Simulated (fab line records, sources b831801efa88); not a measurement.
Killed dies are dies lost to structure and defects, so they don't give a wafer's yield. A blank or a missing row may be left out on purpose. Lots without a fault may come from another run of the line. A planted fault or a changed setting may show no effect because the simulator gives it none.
Which tool did it? | flow gf180mcu | 13 lots, 39 wafers sampled, at 1 step of a route of 602

WHAT THE GAUGES READ, wafer by wafer
GF_STI_THK_MEAS_24.
lot  | measured    | on            | STI_CVD_23_THK (nm)
L292 | day 2 04:57 | film_metro-01 | 611 615 623
L293 | day 2 08:34 | film_metro-02 | 624 629 615
L294 | day 2 14:26 | film_metro-01 | 631 622 619
L295 | day 2 19:02 | film_metro-01 | 620 624 624
L300 | day 3 22:44 | film_metro-02 | 621 621 614
L307 | day 5 08:07 | film_metro-02 | 619 625 629
L308 | day 5 13:34 | film_metro-02 | 625 623 624
L309 | day 5 21:10 | film_metro-04 | 615 615 615
L310 | day 6 02:34 | film_metro-04 | 620 615 617
L311 | day 6 06:19 | film_metro-02 | 615 616 614
L312 | day 6 13:04 | film_metro-01 | 621 616 615
L313 | day 7 00:16 | film_metro-02 | 623 620 618
L314 | day 7 00:20 | film_metro-01 | 613 620 613

WHICH TOOL RAN EACH LOT (tool, then ch and the chambers of the sampled wafers, then the start)
The record holds no process step before these readings.

WHAT THE TOOLS THEMSELVES READ (means of the sampled wafers that have a number; where no wafer has one, the mark that the record gives instead)
The record holds no such reading with a usual standard deviation.

THE ANSWER, worked out from the rows above alone
Rule: what is usual is taken from the lots themselves. Put in order of their means at a reading, lots are off if they are a third of the lots or fewer, leave a main group of 4 or more, and stand apart from it by a gap of 3 or more times the standard deviation of the main group's means; of several such gaps the widest counts. A main group whose means are all the same, to the digits that the tables above print for the reading, isn't used. A lot without any number at a reading at which 4 lots or more have one is off too. The other lots that the step has rows for count as sound. The gauges are gone through in route order, then the tools' own readings, and for those a lot's mean is taken as printed above. The first step at which some lot is off is used, and at that step the reading that is off furthest; a lot without a number counts as furthest.
No lot is off at any reading shown: from this, nothing can be told.

WHAT THE SIMULATOR HAD PUT IN
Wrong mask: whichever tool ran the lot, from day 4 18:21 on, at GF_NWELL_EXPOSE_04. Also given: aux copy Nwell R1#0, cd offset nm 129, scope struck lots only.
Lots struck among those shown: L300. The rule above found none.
